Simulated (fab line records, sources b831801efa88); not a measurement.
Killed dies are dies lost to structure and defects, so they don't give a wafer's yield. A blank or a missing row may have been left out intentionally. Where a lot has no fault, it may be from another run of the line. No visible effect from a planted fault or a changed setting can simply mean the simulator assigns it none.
fab line records | flow sfq_line
record: lots: 14 wafers: 40 last_day: 82
route steps=325 shown M3@129
lots that met no fault: taken from a fault-free run of the same line
start_h: hours from the record's opening day to when the first of the lot's shown wafers began | wait_h: how many hours have passed since the lot's step before this one | " the same as in the row above | L1.1+2: a row that stands for several wafers | - no value present, or no start provided | * or withheld: withheld | < > ~ a bound
route shown NAME@n: names a module that has steps shown in the file, with the first one's number in the route | usual: average and standard deviation across the fault-free wafers | same: alike in all rows | chamber/n: place in a boat | sites: readings site by site | _std_site: standard deviation across them | _edge_site: the outer-site mean with the inner-site mean subtracted | radius_mm: for every site, how far away it sits from the centre of the wafer | mask NAME#n: copy n | behind: tool/chamber where the wafer was last shaped | hold: reason for holding the lot/hours on hold/outcome of the hold | device: the n, p or np transistor that did not switch | end of line: the same wafers' tests at the end of the route | for a step that has no rows: nothing shown but its recipe | killed: dies that structure and defects cost at the first sort, which is not the same as the wafer's yield | map: shows each die of a wafer: x if killed, . if not, _ if none is there
set.NAME: the setting as run; set.NAME@STEP: as run at that earlier step | model.NAME: the simulator's own value behind a step, which no gauge read
one table for each step of the route and one row for each wafer, over a sample of lots
services: from which hour (start_h, from the record's first day; less than 0 if before it) a tool's chamber was out of use, for how many hours, and why
== steps ==
step: SFQ_TRILAYER_M3_BARC_OPEN_METAL_ETCH_100
recipe: mask_material: PR chemistry: O2 target_depth_nm: 125 target: BARC icp_w: 600 bias_w: 80 pressure_mtorr: 10 time_s: 41.7
usual: drypump_motor_current_A: 5.7/0.42 oes_product_au: 0.686/0.0046 run_length_s: 69.8/0.45
columns lot.wafer tool chamber start_h wait_h drypump_motor_current_A oes_product_au rf_hours_counter_h run_length_s
L784.1 rie_metal-01 0 827.14 0.0 6.1 0.683 110 69.4
L784.2 " 1 " " 5.5 0.687 57 69.9
L784.5 " 1 " " 5.5 0.680 - 70.8
L785.1 rie_metal-01 1 831.94 0.0 5.5 0.691 58 70.4
L785.2 " 0 " " 6.1 0.691 111 69.0
L785.3 " 0 " " 6.1 0.681 - 69.6
L787.3 rie_metal-04 1 841.56 0.0 5.0 0.688 - 70.3
L787.4 " 0 " " 5.3 0.681 - 70.0
L787.6 " 1 " " 5.0 0.682 - 70.1
L794.1 rie_metal-01 0 870.39 0.0 6.1 0.786 116 62.6
L794.5 " 1 " " 5.5 0.788 - 63.1
L795.2 rie_metal-01 0 872.79 0.0 6.1 0.687 116 69.2
L795.5 " 1 " " 5.5 0.791 - 63.2
L796.1 rie_metal-01 0 1059.40 0.0 6.1 0.675 2 69.0
L796.3 " 0 " " 6.1 0.687 - 69.5
L796.4 " 0 " " 6.1 0.682 - 69.2
L797.3 rie_metal-01 1 1071.42 0.0 5.5 0.688 - 70.5
L797.4 " 0 " " 6.1 0.685 - 69.6
L797.5 " 0 " " 6.1 0.683 - 69.4
L798.2 rie_metal-01 1 1078.60 0.0 5.5 0.684 92 70.2
L798.4 " 1 " " 5.5 0.694 - 70.1
L798.5 " 1 " " 5.5 0.690 - 70.3
L799.2 rie_metal-04 0 1085.80 0.0 5.3 0.689 11 69.9
L799.5 " 0 " " 5.3 0.685 - 70.0
L799.6 " 1 " " 5.0 0.692 - 70.7
L800.1 rie_metal-04 1 1089.40 0.0 5.0 0.688 81 70.5
L800.5 " 0 " " 5.3 0.687 - 70.0
L800.6 " 1 " " 5.0 0.685 - 70.1
L801.3 rie_metal-02 0 1149.42 0.0 6.4 0.682 - 70.0
L801.5 " 1 " " 5.6 0.684 - 70.0
L801.6 " 0 " " 6.4 0.678 - 69.7
L804.1 rie_metal-01 0 1175.80 0.0 6.1 0.693 20 69.0
L804.3 " 0 " " 6.1 0.688 - 69.1
L804.5 " 0 " " 6.1 0.679 - 69.1
L806.2 rie_metal-02 1 1178.22 0.0 5.6 0.686 - 69.3
L806.4 " 1 " " 5.6 0.689 - 69.8
L806.6 " 1 " " 5.6 0.688 - 69.7
L807.2 rie_metal-01 0 1180.60 0.0 6.1 0.685 20 69.4
L807.3 " 0 " " 6.1 0.684 - 69.3
L807.4 " 1 " " 5.5 0.687 - 70.2
== services ==
columns tool chamber start_h hours kind
rie_metal-04 1 931.34 13.9 repair
rie_metal-04 0 962.29 - clean
rie_metal-04 0 962.29 18.8 scheduled_down
rie_metal-04 0 962.29 18.8 vent_cycle
rie_metal-02 - 997.45 14.6 pm
rie_metal-04 0 1010.97 14.9 repair
rie_metal-02 0 1012.95 3.4 repair
rie_metal-01 0 1015.19 - clean
rie_metal-01 0 1015.19 26.7 scheduled_down
rie_metal-01 0 1015.19 26.7 vent_cycle
rie_metal-04 - 1031.18 2.8 pm
rie_metal-01 1 1055.09 7.8 repair
rie_metal-02 - 1076.76 1.4 pm
rie_metal-01 - 1084.43 2.8 pm
rie_metal-02 1 1133.86 3.6 repair
rie_metal-02 0 1164.73 - clean
rie_metal-02 0 1164.73 - consumable_replace:focus_ring
rie_metal-02 0 1164.73 22.0 scheduled_down
rie_metal-02 0 1164.73 22.0 vent_cycle
== key ==
first_sign: step: SFQ_TRILAYER_M3_BARC_OPEN_METAL_ETCH_100 reading: oes_product_au direction: up sigmas: 22 usual: 0.686 struck: 0.788
effect: step: SFQ_TRILAYER_M3_BARC_OPEN_METAL_ETCH_100 reading: run_length_s direction: down sigmas: 15 usual: * struck: *
met_at SFQ_TRILAYER_M3_BARC_OPEN_METAL_ETCH_100
struck_lots L794,L795
struck_wafers L794.1,L794.5,L795.5
onset_between 831.94 870.39
fault: kind: process_parameter_drift tool: rie_metal-01 chamber: - onset_h: 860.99 steps: SFQ_TRILAYER_M3_BARC_OPEN_METAL_ETCH_100 channel: time_s offset: * shape: step end_h: 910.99 scope: struck_wafers_only acts_in: * stated: *
